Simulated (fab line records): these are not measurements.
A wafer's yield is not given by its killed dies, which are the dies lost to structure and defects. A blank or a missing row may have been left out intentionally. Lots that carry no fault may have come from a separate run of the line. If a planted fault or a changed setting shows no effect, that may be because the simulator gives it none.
Which tool did it? ; flow gf180mcu ; 14 lots with 42 wafers sampled at 7 steps, on a route of 602 steps

== WHAT EACH GAUGE READ, for each wafer ==
GF_NWELL_OVL_MEAS_07. Usual: NWELL_OVL typically reads -0.7 nm, with standard deviation 1.3.
lot;measured;on;NWELL_OVL (nm);flag
L939;day 3 07:13;overlay-01;-2.3 -2.7 -1.5;
L940;day 3 13:07;overlay-01;-0.5 -2.5 -0.1;
L943;day 4 04:37;overlay-01;0.8 -0.2 -1.5;
L944;day 4 10:53;overlay-01;-0.7 -1.5 0.1;
L945;day 4 13:53;overlay-01;-0.3 -0.7 0.6;
L946;day 4 21:55;overlay-02;-3.0 -0.6 -1.1;
L947;day 5 03:37;overlay-02;-0.8 1.0 -0.7;
L948;day 5 06:32;overlay-01;0.8 -0.7 0.0;
L950;day 5 22:28;overlay-02;- - -;OFF
L951;day 6 01:17;overlay-02;- - -;OFF
L954;day 6 17:49;overlay-01;-0.3 -1.0 0.6;
L960;day 8 03:23;overlay-02;0.4 1.1 0.4;
L961;day 8 06:55;overlay-02;-2.3 -3.4 -2.4;
L962;day 8 18:07;overlay-02;-2.2 -2.9 -2.0;

GF_LVPWELL_TW_MEAS_11. Usual: LVPWELL_TW typically reads 558, with standard deviation 3.2.
lot;measured;on;LVPWELL_TW;flag
L939;day 3 21:07;filmMetro-02;559 557 561;
L940;day 4 02:25;filmMetro-01;553 553 555;
L943;day 4 18:54;filmMetro-02;555 558 553;
L944;day 5 01:55;filmMetro-02;556 558 560;
L945;day 5 04:25;filmMetro-01;561 561 562;
L946;day 5 12:34;filmMetro-02;559 561 558;
L947;day 5 18:55;filmMetro-04;563 563 564;
L948;day 5 22:31;filmMetro-01;558 559 559;
L950;day 6 13:37;filmMetro-04;1601 1608 1596;OFF
L951;day 6 17:19;filmMetro-02;1578 1578 1572;OFF
L954;day 7 09:39;filmMetro-02;558 559 560;
L960;day 8 20:53;filmMetro-01;555 553 554;
L961;day 9 00:40;filmMetro-04;563 562 558;
L962;day 9 11:11;filmMetro-01;560 562 559;

GF_MVSD_OVL_MEAS_07. Usual: MVSD_OVL typically reads 0.5 nm, with standard deviation 1.4.
lot;measured;on;MVSD_OVL (nm);flag
L939;day 4 10:55;overlay-02;-0.4 -1.3 -2.3;
L940;day 4 15:22;overlay-01;0.7 -0.3 -1.6;
L943;day 5 08:10;overlay-01;-0.6 0.0 -1.6;
L944;day 5 15:58;overlay-02;0.3 0.2 1.8;
L945;day 5 19:02;overlay-02;1.0 0.8 0.7;
L946;day 6 03:35;overlay-02;-1.2 0.7 -0.3;
L947;day 6 09:49;overlay-02;1.7 2.6 2.0;
L948;day 6 13:20;overlay-02;0.7 0.1 0.3;
L950;day 7 04:30;overlay-01;-0.6 1.2 -1.8;
L951;day 7 09:05;overlay-02;3.1 3.1 2.8;
L954;day 8 01:37;overlay-02;0.5 0.2 0.6;
L960;day 9 13:41;overlay-02;1.2 -0.7 2.1;
L961;day 9 17:10;overlay-01;0.0 2.9 1.8;
L962;day 10 04:34;overlay-02;2.9 0.0 1.4;

GF_MVSD_TW_MEAS_11. Usual: MVSD_TW typically reads 1576, with standard deviation 10.
lot;measured;on;MVSD_TW;flag
L939;day 4 11:25;filmMetro-01;1558 1566 1559;
L940;day 4 15:48;filmMetro-01;1566 1559 1566;
L943;day 5 08:37;filmMetro-01;1580 1580 1574;
L944;day 5 16:25;filmMetro-02;1577 1572 1572;
L945;day 5 19:29;filmMetro-01;1578 1570 1578;
L946;day 6 04:01;filmMetro-01;1581 1584 1596;
L947;day 6 10:20;filmMetro-01;1575 1583 1575;
L948;day 6 13:46;filmMetro-04;1591 1597 1594;
L950;day 7 04:56;filmMetro-04;1986 1973 1985;OFF
L951;day 7 09:31;filmMetro-01;1964 1965 1974;OFF
L954;day 8 02:04;filmMetro-02;1557 1562 1560;
L960;day 9 14:08;filmMetro-04;1574 1576 1588;
L961;day 9 17:37;filmMetro-04;1582 1576 1572;
L962;day 10 05:00;filmMetro-01;1570 1577 1568;

== WHAT TOOL EACH LOT RAN ON (gives the tool, then ch and the chambers of the sampled wafers, and finally the start) ==
lot;GF_STI_ETCH_13;GF_NWELL_COAT_02;GF_MVSD_STRIP_10
L939;rieDiel-03 ch 0,2,3, day 2 01:44;lithoTrack-04 ch 0, day 3 00:58;plasmaAsher-04 ch 0,1, day 4 11:14
L940;rieDiel-03 ch 0,1,2, day 2 07:08;lithoTrack-02 ch 0, day 3 06:08;plasmaAsher-03 ch 0,1, day 4 15:41
L943;rieDiel-04 ch 0,2,3, day 2 21:32;lithoTrack-01 ch 0, day 3 21:13;plasmaAsher-03 ch 0,1, day 5 08:31
L944;rieDiel-03 ch 1,3, day 3 03:11;lithoTrack-04 ch 0, day 4 03:57;plasmaAsher-03 ch 0,1, day 5 16:18
L945;rieDiel-04 ch 1,2, day 3 08:29;lithoTrack-04 ch 0, day 4 07:13;plasmaAsher-04 ch 0,1, day 5 19:23
L946;rieDiel-01 ch 0,3, day 3 13:44;lithoTrack-02 ch 0, day 4 14:11;plasmaAsher-01 ch 0,1, day 6 03:55
L947;rieDiel-04 ch 0,2, day 3 20:26;lithoTrack-01 ch 0, day 4 20:38;plasmaAsher-04 ch 0,1, day 6 10:13
L948;rieDiel-01 ch 1,2,3, day 3 23:11;lithoTrack-01 ch 0, day 4 23:49;plasmaAsher-01 ch 0,1, day 6 13:41
L950;rieDiel-01 ch 0,1,3, day 4 11:59;lithoTrack-04, day 5 15:22;plasmaAsher-03 ch 0, day 7 04:50
L951;rieDiel-03 ch 0,3, day 4 14:11;lithoTrack-02, day 5 17:58;plasmaAsher-04 ch 0,1, day 7 09:26
L954;rieDiel-01 ch 1,2, day 5 07:14;lithoTrack-02 ch 0, day 6 10:26;plasmaAsher-04 ch 0,1, day 8 01:57
L960;rieDiel-03 ch 0,1,3, day 6 15:17;lithoTrack-02 ch 0, day 7 19:44;plasmaAsher-04 ch 0,1, day 9 14:02
L961;rieDiel-01 ch 0,1,2, day 6 18:53;lithoTrack-04 ch 0, day 7 21:41;plasmaAsher-01 ch 0, day 9 17:30
L962;rieDiel-04 ch 0,1,3, day 7 00:35;lithoTrack-01 ch 0, day 8 09:34;plasmaAsher-04 ch 0,1, day 10 04:54
- GF_STI_ETCH_13: etches the open film in CHF3/O2, stops on Si, target depth 282.31 nm, time 112.9 s.
- GF_NWELL_COAT_02: resist thk 3000 nm.
- GF_MVSD_STRIP_10: strips in O2/N2.

== AS READ BY THE TOOLS THEMSELVES (means over the sampled wafers that have a number; for cases with no such wafer, the mark the record gives instead) ==
GF_STI_ETCH_13. Usual: drypumpMotorCurrentA 5.8 A, standard deviation 0.51; oesProductAu 0.834 a.u., standard deviation 0.0065; throttleValvePct 8.811 %, standard deviation 0.0091.
lot;tool;drypumpMotorCurrentA (A);oesProductAu (a.u.);throttleValvePct (%);flag
L939;rieDiel-03;6.1;0.839;8.816;
L940;rieDiel-03;5.8;0.835;8.805;
L943;rieDiel-04;5.5;0.830;8.804;
L944;rieDiel-03;6.2;0.829;8.805;
L945;rieDiel-04;4.9;0.839;8.814;
L946;rieDiel-01;5.8;0.827;8.821;
L947;rieDiel-04;5.7;0.839;8.816;
L948;rieDiel-01;6.0;0.833;8.800;
L950;rieDiel-01;6.1;0.832;8.817;
L951;rieDiel-03;6.4;0.832;8.814;
L954;rieDiel-01;5.6;0.836;8.806;
L960;rieDiel-03;6.2;0.832;8.806;
L961;rieDiel-01;5.6;0.838;8.811;
L962;rieDiel-04;5.7;0.830;8.812;

GF_NWELL_COAT_02. Usual: chillPlateTempC 23.01 C, standard deviation 0.11; dispensePressureKPa 46.8 kPa, standard deviation 2.5.
lot;tool;chillPlateTempC (C);dispensePressureKPa (kPa);flag
L939;lithoTrack-04;22.97;45.8;
L940;lithoTrack-02;23.01;45.3;
L943;lithoTrack-01;22.94;51.7;
L944;lithoTrack-04;23.11;45.8;
L945;lithoTrack-04;23.04;45.8;
L946;lithoTrack-02;23.00;45.3;
L947;lithoTrack-01;23.04;51.7;
L948;lithoTrack-01;22.98;51.7;
L950;lithoTrack-04;-;-;OFF
L951;lithoTrack-02;-;-;OFF
L954;lithoTrack-02;22.95;45.3;
L960;lithoTrack-02;23.08;45.3;
L961;lithoTrack-04;22.94;45.8;
L962;lithoTrack-01;23.08;51.6;

GF_MVSD_STRIP_10. Usual: drypumpMotorCurrentA 5.9 A, standard deviation 0.59; heaterPowerW 321 W, standard deviation 33; oesProductAu 0.722 a.u., standard deviation 0.0044; stripTimeToEndpointS 36.98 s, standard deviation 0.11.
lot;tool;drypumpMotorCurrentA (A);heaterPowerW (W);oesProductAu (a.u.);stripTimeToEndpointS (s);flag
L939;plasmaAsher-04;5.6;352;0.721;37.04;
L940;plasmaAsher-03;6.2;341;0.725;36.89;
L943;plasmaAsher-03;6.2;344;0.720;36.85;
L944;plasmaAsher-03;5.7;333;0.720;36.87;
L945;plasmaAsher-04;5.6;350;0.719;36.94;
L946;plasmaAsher-01;5.7;285;0.721;36.96;
L947;plasmaAsher-04;5.6;357;0.718;36.91;
L948;plasmaAsher-01;5.7;279;0.720;37.01;
L950;plasmaAsher-03;6.7;361;0.726;37.00;
L951;plasmaAsher-04;5.6;354;0.721;36.85;
L954;plasmaAsher-04;5.7;353;0.722;37.03;
L960;plasmaAsher-04;5.6;354;0.718;36.93;
L961;plasmaAsher-01;5.4;282;0.721;36.95;
L962;plasmaAsher-04;6.0;348;0.722;37.23;

== THE ANSWER, worked out from the rows above alone ==
Rule: take the mean of a lot's wafers that have a number; if it is more than 3 standard deviations from the usual mean, the lot is off. A lot without any number at a reading at which 4 lots or more have one is off too. The other lots that the step has rows for count as sound. Order of review: gauges by route order, followed by the tools' own readings, for which a lot's mean as printed above is used. The first step at which some lot is off is used, and at that step the reading that is off furthest; a lot without a number counts as furthest.
Off: L950, L951, seen at GF_NWELL_OVL_MEAS_07 (NWELL_OVL). Without a number there: L950, L951.
A tool fits if, at a process step before that reading, it ran every lot that is off, and no sound lot after the first of them. Not tried: the gauges at GF_NWELL_OVL_MEAS_07; whatever is off there is also off at GF_LVPWELL_TW_MEAS_11, on other tools, and gauge error can't account for it. Not one of the candidates tried fits.

== WHAT HAD BEEN PUT IN BY THE SIMULATOR ==
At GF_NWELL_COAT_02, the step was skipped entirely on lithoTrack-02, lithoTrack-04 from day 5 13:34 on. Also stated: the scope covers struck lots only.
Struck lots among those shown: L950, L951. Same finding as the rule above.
